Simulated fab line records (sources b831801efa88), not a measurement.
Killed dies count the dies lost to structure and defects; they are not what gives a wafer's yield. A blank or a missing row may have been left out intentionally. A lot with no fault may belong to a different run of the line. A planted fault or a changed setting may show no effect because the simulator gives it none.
Struck lot and sound lot, side by side | flow gf180mcu | 27 steps out of a route of 602
Sound: wafers L698.1, L698.3, L698.6. Wafers L688.3, L688.4, L688.5 were the ones struck. Last of all comes the cause.
At each step with rows: each side's tool, then ch and its chambers, then its first start. Under that, the readings that differ: sound wafers | struck wafers | difference of the means | sigmas: that difference in standard deviations of wafers without a fault.
alike: a reading whose means differ by less than 2 such deviations, as well as words and numbers matching on both sides. not compared: withheld readings; readings where some wafer has no value; bounds like >300 that might hide an equal value; numbers whose values overlap and for which the record gives no deviation.
A row with sigmas, a row that says differs or no value, or rows on one side alone: a step with any of these is where the two part. Numbers that have no deviation but don't overlap get no sigmas and don't part them. A reading that every wafer of one side lacks parts them only if that side has two wafers or more.

first, 8 steps without rows for these wafers: GF_M3_PEB_12 (peb time 90 s); GF_M3_DEVELOP_13 (develop time 60 s); GF_M3_METAL_ETCH_16 (etches the open film in Cl2/BCl3, stops on SiO2, target depth 627.5 nm, time 104.6 s); GF_M3_STRIP_17 (strips in O2/N2); GF_M3_STRIP_18 (strips in post etch residue remover, time 1200 s); GF_M3_CLEAN_19 (cleans in DIW); GF_V3_CVD_00 (deposits SiO2, target thk 600 nm, time 100 s); GF_V3_CVD_02 (deposits SiO2 from TEOS, target thk 850 nm, time 94.851 s).
GF_V3_CMP_04: polishes SiO2.
  sound on cmp-01 ch 0,1,3, day 28 16:56; struck on cmp-02 ch 2,3, day 25 18:48
  reading                             | sound             | struck          | difference | sigmas
  time_to_endpoint_s (s)              | 71 82 80          | 104 106 105     | +27        | +6
  model.SiO2_of_V3_CVD_02.thk_nm (nm) | 631.4 633.7 632.1 | 568.4 569.7 568 | -63.7      |
  alike: motor_current_A
then, 9 steps without rows for these wafers: GF_V3_DEHYDRATE_06 (time 60 s); GF_V3_HMDS_07 (prime time 60 s); GF_V3_COAT_08; GF_V3_COAT_09 (resist thk 1000 nm); GF_V3_SOFTBAKE_10 (time 60 s); GF_V3_EXPOSE_11 (exposes mask Via3, target cd 260 nm); GF_V3_PEB_12 (peb time 90 s); GF_V3_DEVELOP_13 (develop time 60 s); GF_V3_ETCH_16 (etches BARC in N2/H2).
GF_V3_ETCH_17: etches SiO2 in C4F8/O2/Ar, stops on TiN, target depth 635 nm.
  sound on rie_diel-03 ch 2,3; struck on rie_diel-03 ch 1,2
  reading                        | sound             | struck            | difference | sigmas
  oes_product_au (a.u.)          | 0.853 0.850 0.862 | 0.811 0.814 0.816 | -0.041     | -9
  model.etch.depth_nm (nm)       | 631.4 633.7 632.1 | 568.4 569.7 568   | -63.7      |
  model.V3.feature_depth_nm (nm) | 631.4 633.7 632.1 | 568.4 569.7 568   | -63.7      |
then, 6 steps without rows for these wafers: GF_V3_STRIP_18 (strips in O2/N2); GF_V3_STRIP_19 (strips in post etch residue remover, time 1200 s); GF_V3_CLEAN_20 (cleans in DIW); GF_V3_SPUTTER_21 (material Ti, target thk 15 nm, time 80.02 s); GF_V3_SPUTTER_22 (material TiN, target thk 10 nm, time 40 s); GF_V3_CVD_23 (deposits W, target thk 350 nm, time 104.9 s).
GF_V3_CMP_26: polishes, stops on SiO2, t overpolish 15 s, target thk 0 nm.
  sound on cmp-02 ch 1,2,3, day 29 13:28; struck on cmp-02 ch 0,2, day 26 17:05
  reading                             | sound             | struck            | difference | sigmas
  model.SiO2_of_V3_CVD_02.thk_nm (nm) | 627.6 629.9 628.3 | 564.6 565.9 564.3 | -63.7      |
  alike: motor_current_A
then, 1 step without rows for these wafers: GF_M4_SPUTTER_00 (material Ti, target thk 37.5 nm, time 150 s).

WHERE THEY PART
Earliest at GF_V3_CMP_04; latest, in this record, at GF_V3_ETCH_17. Later steps at which nothing parts them and some readings are alike: GF_V3_CMP_26.

WHY: what the simulator had put in
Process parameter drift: cmp-02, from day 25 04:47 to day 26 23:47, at GF_V3_CMP_04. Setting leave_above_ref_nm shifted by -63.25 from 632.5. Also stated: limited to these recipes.
